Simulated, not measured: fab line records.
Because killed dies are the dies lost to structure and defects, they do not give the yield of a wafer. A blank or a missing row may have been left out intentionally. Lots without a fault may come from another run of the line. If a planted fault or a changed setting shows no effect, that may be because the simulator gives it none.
Problem report, 8D (eight disciplines) form, completed by code :: flow gf180mcu :: the parts of the form that need people (team, actions taken, sign-off) are left out

1. THE PROBLEM
run length s at GF_POLY_GATE_SOFTBAKE_06 reads a mean of 99.62 s on 3 wafers of 2 lots; wafers without a fault read 89.18 s with a standard deviation of 0.2. Relative to the usual mean, that is a shift of +52 standard deviations.
The step: time 60 s.
The first sign was on wafer L801.4 at day 12 17:00, on litho track-03. The record has a number at this step for 42 wafers belonging to 14 lots. The rule behind "out" and "out of limits": a value lying over 4 standard deviations away from the usual mean. The other wafers with a number count as sound.

2. WHAT IT IS; WHAT IT IS NOT
question: which readings at this step
is: run length s
is not: -

question: which lots
is: L801, L802
is not: L789, L790, L791, L792, L794, L797, L803, L805, L807, L809, L810, L811

question: which wafers of those lots
is: L801.4, L802.4, L802.6
is not: L801.3, L801.5, L802.2

question: read on which tools
is: litho track-03
is not: litho track-01, litho track-04

question: when
is: from day 12 17:00
is not: up to then (20 sound wafers); but 19 sound wafers of L802, L803, L805, L807, L809, L810, L811 came after

3. THE SUSPECTS, EACH WITH WHAT RULES IT OUT
Counting: a tool at a process step up to the reading stays a suspect if it ran every lot that is out. Sound lots after the first of them don't rule it out here, since some wafers of a struck lot are sound.
- litho track-03 at GF_POLY_GATE_SOFTBAKE_06 (time 60 s): kept. It ran every lot that is out, first L801 (day 12 17:00); its last sound lot up to then is L794 (day 10 13:00). Its own run length s readings are out on those wafers.
Left after counting: litho track-03 at GF_POLY_GATE_SOFTBAKE_06.

4. THE CAUSE (what the simulator had put in)
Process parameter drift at GF_POLY_GATE_SOFTBAKE_06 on litho track-03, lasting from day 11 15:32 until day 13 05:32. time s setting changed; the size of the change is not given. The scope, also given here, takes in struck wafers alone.
Counting left only this tool.

5. THE CHAIN OF EFFECTS, in route order
Each row: a reading whose mean over the struck wafers that have a number lies more than 3 standard deviations from the usual. Scope: only readings with a usual standard deviation given in the record; hours: median across lots of the time from each lot's start at the first step in this table that gives one to its start at this step; sigmas: change in usual standard deviations.
hours: 0
step: GF_POLY_GATE_SOFTBAKE_06
reading: run length s
usual: 89.18 s
on struck wafers: 99.62
change: +10.44
sigmas: +52
Here are the process steps it includes:
- GF_POLY_GATE_SOFTBAKE_06: time 60 s.

6. HOW IT WOULD HAVE BEEN CAUGHT EARLIER
In this record no reading fell out of limits until day 12 17:00, 25 hours after the fault had begun at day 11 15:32.
